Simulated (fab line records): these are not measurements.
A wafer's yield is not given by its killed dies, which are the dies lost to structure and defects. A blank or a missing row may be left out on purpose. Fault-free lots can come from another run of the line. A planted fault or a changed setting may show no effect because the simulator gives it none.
A lot that was struck, set against a sound lot ; flow sky130 ; 15 out of 708 route steps
Sound: these wafers, L107.2, L107.3, L107.5. Wafers struck: L996.2, L996.3, L996.4. The cause is named last.
At each step with rows: each side's tool, then ch and its chambers, then its first start. Under that, the readings that differ: sound wafers ; struck wafers ; difference of the means ; sigmas: that difference in standard deviations of wafers without a fault.
alike: readings with means less than 2 such deviations apart, plus words and numbers identical on both sides. not compared: withheld readings, readings lacking a value on some wafer, bounds such as >300 that could conceal the same value, and numbers that have no deviation in the record and whose values overlap.
A row with sigmas, a row that says differs or no value, or rows on one side alone: a step with any of these is where the two part. Numbers that don't overlap but have no deviation are shown without sigmas and don't part them. A reading missing from all wafers of one side parts the sides only when that side holds two or more wafers.

first, 6 steps without rows for these wafers: SKY_DNWELL_COAT_02 (resist thk 3000 nm); SKY_DNWELL_SOFTBAKE_03; SKY_DNWELL_EXPOSE_04 (exposes mask DNM, target cd 3000 nm); SKY_DNWELL_PEB_05; SKY_DNWELL_DEVELOP_06 (develop time 60 s); SKY_DNWELL_IMPLANT_07.
SKY_DNWELL_STRIP_08: strips in O2/N2.
  sound on plasma_asher-01 ch 0,1, day 6 09:32; struck on plasma_asher-01 ch 0,1, day 4 00:19
  alike: drypump_motor_current_A, oes_product_au, strip_time_to_endpoint_s
  not compared: rf_hours_counter_h
SKY_DNWELL_TW_MEAS_09:
  sound on film_metro-03, day 6 09:38; struck on film_metro-03, day 4 00:26
  alike: DNWELL_TW
then, 4 steps without rows for these wafers: SKY_PWDE_DEHYDRATE_00 (time 60 s); SKY_PWDE_HMDS_01 (prime time 60 s); SKY_PWDE_COAT_02 (resist thk 3000 nm); SKY_PWDE_SOFTBAKE_03.
SKY_PWDE_EXPOSE_04: exposes mask PWDEM, target cd 840 nm.
  sound on iline_stepper-02 ch 0, day 6 20:08; struck on iline_stepper-02 ch 0, day 4 09:05
reading;sound;struck;difference;sigmas
mask;PWDEM#0 PWDEM#0 PWDEM#0;PWDEM_R1#0 PWDEM_R1#0 PWDEM_R1#0;differs;
next, for these wafers, 1 step has no rows: SKY_PWDE_PEB_05.
-- the record jumps here: 43 days lie between the struck wafers' starts before and after (it left off in module PWDE and takes up again in module PAD_OPEN, whose first step shown is number 708 of the route) --
SKY_PAD_OPEN_PROBE_99:
  sound on prober-01, day 50 02:17; struck on prober-02, day 47 15:30
reading;sound;struck;difference;sigmas
model.etest.res_p_drift_20v.line_ohm_um;1.074e+04 1.098e+04 1.056e+04;1.052e+04 1.021e+04 1.024e+04;-4.367e+02;
model.etest.res_p_drift_20v.width_nm (nm);842.5 838.5 838.4;971.4 968.1 969.9;+130.0;

WHERE THEY PART
Within this record, at SKY_PWDE_EXPOSE_04 only.

WHY: what had been put in by the simulator
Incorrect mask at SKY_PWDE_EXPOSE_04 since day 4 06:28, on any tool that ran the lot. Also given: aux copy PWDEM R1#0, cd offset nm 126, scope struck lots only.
